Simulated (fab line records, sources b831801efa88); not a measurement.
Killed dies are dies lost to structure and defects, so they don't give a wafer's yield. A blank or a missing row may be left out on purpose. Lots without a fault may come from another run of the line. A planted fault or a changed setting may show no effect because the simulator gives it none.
A struck lot beside a sound one | flow sky130 | 35 steps out of a route of 708
Sound: wafers L216.1, L216.4, L216.6. Struck: wafers L224.2, L224.6. (L224.1 of the same lot was not struck and is left out.) The cause comes at the end.
At each step with rows: each side's tool, then ch and its chambers, then its first start. Under that, the readings that differ: sound wafers | struck wafers | difference of the means | sigmas: that difference in standard deviations of wafers without a fault.
alike: readings whose means differ by less than 2 such deviations, and words and numbers that are the same on both sides. not compared: withheld readings, readings that some wafer has no value for, bounds like >300 that may hide the same value, and numbers for which the record gives no deviation and whose values overlap.
The two part at a step that has a row with sigmas, a row that says differs or no value, or rows on one side only. Numbers that don't overlap but have no deviation are shown without sigmas and don't part them. A reading that every wafer of one side lacks parts them only if that side has two wafers or more.

SKY_SD_P_CD_MEAS_07: target cd 380 nm.
  sound on cd_sem-02, day 28 08:19; struck on cd_sem-02, day 30 10:38
  alike: cd_nm
SKY_SD_P_OVL_MEAS_08:
  sound on overlay-02, day 28 08:26; struck on overlay-01, day 30 10:45
  alike: SD_P_OVL
then, 1 step without rows for these wafers: SKY_SD_P_IMPLANT_09.
SKY_SD_P_STRIP_10: strips in O2/N2.
  sound on plasma_asher-03 ch 0,1, day 28 08:37; struck on plasma_asher-03 ch 0,1, day 30 10:56
  alike: drypump_motor_current_A, oes_product_au, strip_time_to_endpoint_s
  not compared: rf_hours_counter_h
SKY_SD_P_TW_MEAS_11:
  sound on film_metro-03, day 28 08:43; struck on film_metro-03, day 30 11:02
  alike: SD_P_TW
then, 7 steps without rows for these wafers: SKY_RES_XHIGH_DEHYDRATE_00 (time 60 s); SKY_RES_XHIGH_HMDS_01 (prime time 60 s); SKY_RES_XHIGH_COAT_02 (resist thk 1140 nm); SKY_RES_XHIGH_SOFTBAKE_03 (time 60 s); SKY_RES_XHIGH_EXPOSE_04 (exposes mask URPM, target cd 1270 nm); SKY_RES_XHIGH_PEB_05; SKY_RES_XHIGH_DEVELOP_06 (develop time 60 s).
SKY_RES_XHIGH_IMPLANT_07:
  sound on implanter-03 ch 0, day 29 12:22; struck on implanter-01 ch 0, day 31 14:46
  alike: beam_energy_keV, tilt_deg
SKY_RES_XHIGH_STRIP_08: strips in O2/N2.
  sound on plasma_asher-03 ch 1, day 29 12:31; struck on plasma_asher-01 ch 0, day 31 14:55
  alike: drypump_motor_current_A, oes_product_au, strip_time_to_endpoint_s
  not compared: rf_hours_counter_h
SKY_RES_XHIGH_TW_MEAS_09:
  sound on film_metro-04, day 29 12:37; struck on film_metro-02, day 31 15:01
  alike: RES_XHIGH_TW
then, 7 steps without rows for these wafers: SKY_SD_N_DEHYDRATE_00 (time 60 s); SKY_SD_N_HMDS_01 (prime time 60 s); SKY_SD_N_COAT_02 (resist thk 1140 nm); SKY_SD_N_SOFTBAKE_03 (time 60 s); SKY_SD_N_EXPOSE_04 (exposes mask NSDM, target cd 380 nm); SKY_SD_N_PEB_05; SKY_SD_N_DEVELOP_06 (develop time 60 s).
SKY_SD_N_CD_MEAS_07: target cd 380 nm.
  sound on cd_sem-01, day 30 15:38; struck on cd_sem-02, day 32 18:08
  alike: cd_nm
SKY_SD_N_OVL_MEAS_08:
  sound on overlay-01, day 30 15:45; struck on overlay-02, day 32 18:15
  alike: SD_N_OVL
then, 2 steps without rows for these wafers: SKY_SD_N_IMPLANT_09; SKY_SD_N_IMPLANT_10.
SKY_SD_N_STRIP_11: strips in O2/N2.
  sound on plasma_asher-04 ch 0,1, day 30 16:05; struck on plasma_asher-03 ch 0, day 32 18:35
  alike: drypump_motor_current_A, oes_product_au, strip_time_to_endpoint_s
  not compared: rf_hours_counter_h
SKY_SD_N_TW_MEAS_12:
  sound on film_metro-04, day 30 16:11; struck on film_metro-04, day 32 18:41
  alike: SD_N_TW
then, 1 step without rows for these wafers: SKY_SD_N_CLEAN_13 (cleans in SC1/SC2, time 150 s).
SKY_SD_N_RTA_14: time 2 s.
  sound on rtp_anneal-02 ch 0, day 30 16:21; struck on rtp_anneal-02 ch 0, day 32 18:48
  alike: anneal_temp_c_max, lamp_power_pct, wafer_temp_C_max
SKY_SD_N_RS_MEAS_16: measures by four-point-probe.
  sound on film_metro-03, day 30 16:31; struck on film_metro-02, day 32 18:58
  alike: SD_N_RS
SKY_SD_N_RS_MEAS_17: measures by four-point-probe.
  sound on film_metro-03, day 30 16:38; struck on film_metro-02, day 32 19:05
  alike: SD_P_RS
SKY_SD_N_RS_MEAS_18: measures by four-point-probe.
  sound on film_metro-03, day 30 16:46; struck on film_metro-02, day 32 19:13
  alike: RES_XHIGH_RS
then, 1 step without rows for these wafers: SKY_SALICIDE_CLEAN_00 (cleans in HF-last, time 30 s).
-- the record jumps here: 16 days lie between the struck wafers' starts before and after (it left off in module SALICIDE and takes up again in module PAD_OPEN, whose first step shown is number 708 of the route) --
SKY_PAD_OPEN_PROBE_99:
  sound on prober-01, day 47 19:56; struck on prober-01, day 49 05:02
  reading                                  | sound             | struck    | difference | sigmas
  model.etest.res_xhigh_po.rs_ohm_sq_range | 61.88 31.65 59.51 | 233.1 259 | +195.0     |
  alike: killed_at_M0_to_M3, killed_at_M4_up, killed_at_contacts, killed_at_front_end, killed_at_other, killed_dies, killed_open, killed_short

WHERE THEY PART
Nowhere in this record.

WHY: what the simulator had put in
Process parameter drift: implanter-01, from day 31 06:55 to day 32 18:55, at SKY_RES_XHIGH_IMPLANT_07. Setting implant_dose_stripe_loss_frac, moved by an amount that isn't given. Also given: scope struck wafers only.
